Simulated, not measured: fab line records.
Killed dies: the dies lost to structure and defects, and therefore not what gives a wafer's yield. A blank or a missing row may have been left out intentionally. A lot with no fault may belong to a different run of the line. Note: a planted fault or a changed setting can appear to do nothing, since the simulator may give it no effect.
Commonality check across tools | flow gf180mcu | Sampled: 12 lots, 42 wafers

WHAT PROMPTED THE OPENING
Of 12 lots, 2 have the reading CONTACT_W_RS flagged at GF_CONTACT_RS_MEAS_25. Fault-free wafers read 0.387 ohm/sq, with a standard deviation of 0.004.
Rule: flag the lot when none of its wafers has a number, or when each of its wafers that has one lies beyond 4 standard deviations from that mean. The rest of the lots are taken to be sound.

lot  | measured     | on           | CONTACT_W_RS (ohm/sq), wafer by wafer     | flag
L338 | day 16 05:43 | filmMetro-01 | 0.391 0.389 0.391                         | 
L339 | day 16 13:49 | filmMetro-01 | 0.385 0.387 0.385                         | 
L345 | day 18 15:50 | filmMetro-04 | 43.554 43.292 43.151 43.514 43.300 43.109 | FLAGGED
L346 | day 19 02:26 | filmMetro-04 | 44.325 44.478 44.930 44.320 44.372 44.981 | FLAGGED
L347 | day 19 09:15 | filmMetro-04 | 0.379 0.384 0.378                         | 
L350 | day 20 15:40 | filmMetro-04 | 0.389 0.391 0.389                         | 
L351 | day 20 23:15 | filmMetro-01 | 0.385 0.378 0.378                         | 
L352 | day 21 09:02 | filmMetro-01 | 0.387 0.380 0.385                         | 
L354 | day 22 03:17 | filmMetro-02 | 0.385 0.385 0.386                         | 
L355 | day 22 08:13 | filmMetro-02 | 0.395 0.390 0.389                         | 
L360 | day 24 01:24 | filmMetro-01 | 0.387 0.383 0.392                         | 
L361 | day 24 09:42 | filmMetro-02 | 0.384 0.390 0.386                         | 
Averaged over the flagged lots the numbers come to 43.944 ohm/sq, +43.557 ohm/sq from the usual (+99 or more standard deviations).

LOT BY LOT: THE TOOL USED
3 process steps preceding the reading are held in the record, out of 602 steps in the route. Each cell gives the tool, then ch followed by the chambers the sampled wafers passed through, then the start.
lot  | flag    | GF_SAB_ETCH_11                    | GF_CONTACT_SOFTBAKE_10                      | GF_CONTACT_CVD_24
L338 |         | rieDiel-02 ch 1,2,3, day 15 05:59 | lithoTrack-03 ch 0, day 16 05:35 or earlier | cvdW-01 ch 0,1, day 16 05:35
L339 |         | rieDiel-04 ch 1,3, day 15 13:05   | lithoTrack-03 ch 0, day 16 13:41 or earlier | cvdW-01 ch 0,1, day 16 13:41
L345 | FLAGGED | rieDiel-04 ch 1,2, day 17 13:38   | lithoTrack-03 ch 0, day 18 15:44 or earlier | cvdW-01 ch 0,1, day 18 15:44
L346 | FLAGGED | rieDiel-02 ch 0,1,3, day 18 01:01 | lithoTrack-04 ch 0, day 19 02:20 or earlier | cvdW-02 ch 0,1, day 19 02:20
L347 |         | rieDiel-01 ch 0,1, day 18 06:20   | lithoTrack-03 ch 0, day 19 09:09 or earlier | cvdW-02 ch 0, day 19 09:09
L350 |         | rieDiel-02 ch 0,1,2, day 19 14:12 | lithoTrack-04 ch 0, day 20 15:32 or earlier | cvdW-01 ch 0,1, day 20 15:32
L351 |         | rieDiel-01 ch 0,2, day 19 21:02   | lithoTrack-01 ch 0, day 20 23:08 or earlier | cvdW-02 ch 0,1, day 20 23:08
L352 |         | rieDiel-02 ch 1,2, day 20 06:59   | lithoTrack-01 ch 0, day 21 08:55 or earlier | cvdW-02 ch 0,1, day 21 08:55
L354 |         | rieDiel-01 ch 0,1,3, day 21 01:13 | lithoTrack-03 ch 0, day 22 03:11 or earlier | cvdW-01 ch 0,1, day 22 03:11
L355 |         | rieDiel-01 ch 0,1,3, day 21 06:28 | lithoTrack-03 ch 0, day 22 08:07 or earlier | cvdW-01 ch 0,1, day 22 08:07
L360 |         | rieDiel-02 ch 1,2,3, day 23 00:08 | lithoTrack-04 ch 0, day 24 01:17 or earlier | cvdW-01 ch 0, day 24 01:17
L361 |         | rieDiel-02 ch 0,1,2, day 23 08:41 | lithoTrack-04 ch 0, day 24 09:30 or earlier | cvdW-02 ch 1, day 24 09:30
What these steps do:
- GF_SAB_ETCH_11: etches SiO2 in C4F8/O2/Ar, target depth 55 nm, time 8.5 s.
- GF_CONTACT_SOFTBAKE_10: time 62.09 s.
- GF_CONTACT_CVD_24: deposits W, target thk 300 nm, time 90.339 s.
- GF_CONTACT_RS_MEAS_25: measures by four-point-probe.

FLAGGED AGAINST TOTAL, ONE TOOL AT A TIME (gauges that did the reading follow at the end)
step                   | tool          | lots run | flagged | share of the flagged lots | sound lots run after its first flagged lot
GF_SAB_ETCH_11         | rieDiel-01    | 4        | 0       | none                      | -
GF_SAB_ETCH_11         | rieDiel-02    | 6        | 1       | some                      | 4 (L350,L352,L360,L361)
GF_SAB_ETCH_11         | rieDiel-04    | 2        | 1       | some                      | 0
GF_CONTACT_SOFTBAKE_10 | lithoTrack-01 | 2        | 0       | none                      | -
GF_CONTACT_SOFTBAKE_10 | lithoTrack-03 | 6        | 1       | some                      | 3 (L347,L354,L355)
GF_CONTACT_SOFTBAKE_10 | lithoTrack-04 | 4        | 1       | some                      | 3 (L350,L360,L361)
GF_CONTACT_CVD_24      | cvdW-01       | 7        | 1       | some                      | 4 (L350,L354,L355,L360)
GF_CONTACT_CVD_24      | cvdW-02       | 5        | 1       | some                      | 4 (L347,L351,L352,L361)
GF_CONTACT_RS_MEAS_25  | filmMetro-01  | 5        | 0       | none                      | -
GF_CONTACT_RS_MEAS_25  | filmMetro-02  | 3        | 0       | none                      | -
GF_CONTACT_RS_MEAS_25  | filmMetro-04  | 4        | 2       | all                       | 2 (L347,L350)
GF_CONTACT_SOFTBAKE_10: start missing for some lots; hours and lot order therefore follow GF_CONTACT_CVD_24.

THE TABLE: WHAT IT ALLOWS
Rows of the table that ran each flagged lot: 1, that is filmMetro-04 at GF_CONTACT_RS_MEAS_25.
- filmMetro-04 at GF_CONTACT_RS_MEAS_25 ran 4 lots, 2 of them flagged. Sound lots followed the first flagged one (L347, L350) on it, something a lasting fault affecting the whole tool could not allow.
There is no row in the table that ran each flagged lot and no sound lot after the first.

WHAT THE SIMULATOR HAD INSERTED
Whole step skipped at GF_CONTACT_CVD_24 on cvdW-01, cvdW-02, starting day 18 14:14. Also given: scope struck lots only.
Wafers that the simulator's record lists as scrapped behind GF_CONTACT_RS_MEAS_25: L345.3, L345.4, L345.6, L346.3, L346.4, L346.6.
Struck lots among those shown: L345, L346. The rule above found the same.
